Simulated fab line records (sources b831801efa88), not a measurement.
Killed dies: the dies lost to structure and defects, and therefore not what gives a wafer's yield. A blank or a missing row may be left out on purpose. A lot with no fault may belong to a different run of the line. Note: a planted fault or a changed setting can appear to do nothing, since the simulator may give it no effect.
Which of the tools did it? -- flow gf180mcu -- 42 wafers from 14 lots sampled at 3 of the route's 602 steps

WHAT THE GAUGES SHOWED, per wafer
GF_M4_CD_MEAS_14: target cd 280 nm. Usual: cd_nm reads 280.2 nm (standard deviation 1.3).
lot,measured,on,cd_nm (nm),flag
L544,day 23 12:11,cd_sem-02,280.8 279.9 280.4,
L548,day 25 03:21,cd_sem-02,282.2 281.9 281.6,
L553,day 26 15:40,cd_sem-02,278.6 279.0 278.5,
L554,day 27 04:13,cd_sem-02,279.8 281.0 280.3,
L555,day 27 08:49,cd_sem-01,278.9 278.8 280.2,
L558,day 28 04:22,cd_sem-01,283.4 283.0 281.0,
L559,day 28 11:16,cd_sem-02,280.1 279.6 279.8,
L560,day 29 00:22,cd_sem-02,279.2 280.9 280.9,
L561,day 29 11:28,cd_sem-01,278.6 280.8 279.5,
L562,day 30 00:38,cd_sem-02,283.4 282.1 282.7,
L564,day 30 03:31,cd_sem-02,280.1 281.4 281.1,
L563,day 30 04:22,cd_sem-02,280.2 281.5 280.9,
L565,day 30 05:54,cd_sem-01,279.8 279.2 279.6,
L567,day 30 22:08,cd_sem-01,280.5 279.6 280.3,

GF_M4_OVL_MEAS_15. Usual: M4_OVL typically reads 0 nm, with standard deviation 5.8.
lot,measured,on,M4_OVL (nm),flag
L544,day 23 12:17,overlay-02,0 -8 -8,
L548,day 25 03:26,overlay-02,-1 -1 2,
L553,day 26 15:47,overlay-02,-1 -3 -5,
L554,day 27 04:20,overlay-01,-2 -5 -2,
L555,day 27 08:56,overlay-01,5 -1 -1,
L558,day 28 04:29,overlay-02,1 2 3,
L559,day 28 11:22,overlay-02,7 8 4,
L560,day 29 00:28,overlay-02,3 -4 -4,
L561,day 29 11:35,overlay-01,4 -4 7,
L562,day 30 00:46,overlay-02,-4 -9 -2,
L564,day 30 03:38,overlay-01,-14 -5 -4,
L563,day 30 04:29,overlay-01,-5 -4 -2,
L565,day 30 05:59,overlay-01,4 7 9,
L567,day 30 22:14,overlay-01,7 6 15,

WHICH TOOL RAN EACH LOT (tool, then ch and the chambers of the sampled wafers, then the start)
lot,GF_NSD_STRIP_11
L544,"plasma_asher-04 ch 0,1, day 13 09:42"
L548,"plasma_asher-01 ch 0,1, day 14 20:57"
L553,"plasma_asher-04 ch 0,1, day 16 09:57"
L554,"plasma_asher-04 ch 0,1, day 17 00:19"
L555,"plasma_asher-04 ch 1, day 17 06:01"
L558,"plasma_asher-02 ch 1, day 18 04:27"
L559,"plasma_asher-02 ch 0,1, day 18 11:55"
L560,"plasma_asher-02 ch 0,1, day 19 02:42"
L561,"plasma_asher-01 ch 0,1, day 19 21:01"
L562,"plasma_asher-02 ch 0,1, day 20 11:10"
L564,"plasma_asher-04 ch 0,1, day 20 15:39"
L563,"plasma_asher-01 ch 0,1, day 20 17:30"
L565,"plasma_asher-02 ch 0,1, day 20 20:39"
L567,"plasma_asher-01 ch 0,1, day 21 12:49"
- GF_NSD_STRIP_11: strips in O2/N2.

WHAT THE TOOLS THEMSELVES READ (means of the sampled wafers that have a number; where no wafer has one, the mark that the record gives instead)
GF_NSD_STRIP_11. Usual: drypump_motor_current_A 5.8 A, standard deviation 0.41; heater_power_w 346 W, standard deviation 35; oes_product_au 0.487 a.u., standard deviation 0.0046; strip_time_to_endpoint_s 22.97 s, standard deviation 0.035.
lot,tool,drypump_motor_current_A (A),heater_power_w (W),oes_product_au (a.u.),strip_time_to_endpoint_s (s),flag
L544,plasma_asher-04,5.9,338,0.484,22.93,
L548,plasma_asher-01,6.0,375,0.488,22.97,
L553,plasma_asher-04,5.9,344,0.486,22.98,
L554,plasma_asher-04,5.9,341,0.483,23.02,
L555,plasma_asher-04,5.6,405,0.487,23.00,
L558,plasma_asher-02,5.4,322,0.485,22.97,
L559,plasma_asher-02,5.5,330,0.490,23.01,
L560,plasma_asher-02,5.5,330,0.491,22.96,
L561,plasma_asher-01,6.3,353,0.490,23.01,
L562,plasma_asher-02,5.6,333,0.485,22.96,
L564,plasma_asher-04,5.8,372,0.490,22.94,
L563,plasma_asher-01,6.3,357,0.492,23.00,
L565,plasma_asher-02,5.5,328,0.486,22.95,
L567,plasma_asher-01,6.0,370,0.485,22.98,

THE ANSWER, worked out from the rows above alone
Rule: a lot counts as off when the mean over its wafers that have a number is more than 3 standard deviations away from the usual mean. A lot without any number at a reading at which 4 lots or more have one is off too. Where the step has rows for the other lots, those lots are counted as sound. Order of review: gauges by route order, followed by the tools' own readings, for which a lot's mean as printed above is used. The first step at which some lot is off is used, and at that step the reading that is off furthest; a lot without a number counts as furthest.
No lot is off at any reading shown: from this, nothing can be told.

WHAT THE SIMULATOR HAD INSERTED
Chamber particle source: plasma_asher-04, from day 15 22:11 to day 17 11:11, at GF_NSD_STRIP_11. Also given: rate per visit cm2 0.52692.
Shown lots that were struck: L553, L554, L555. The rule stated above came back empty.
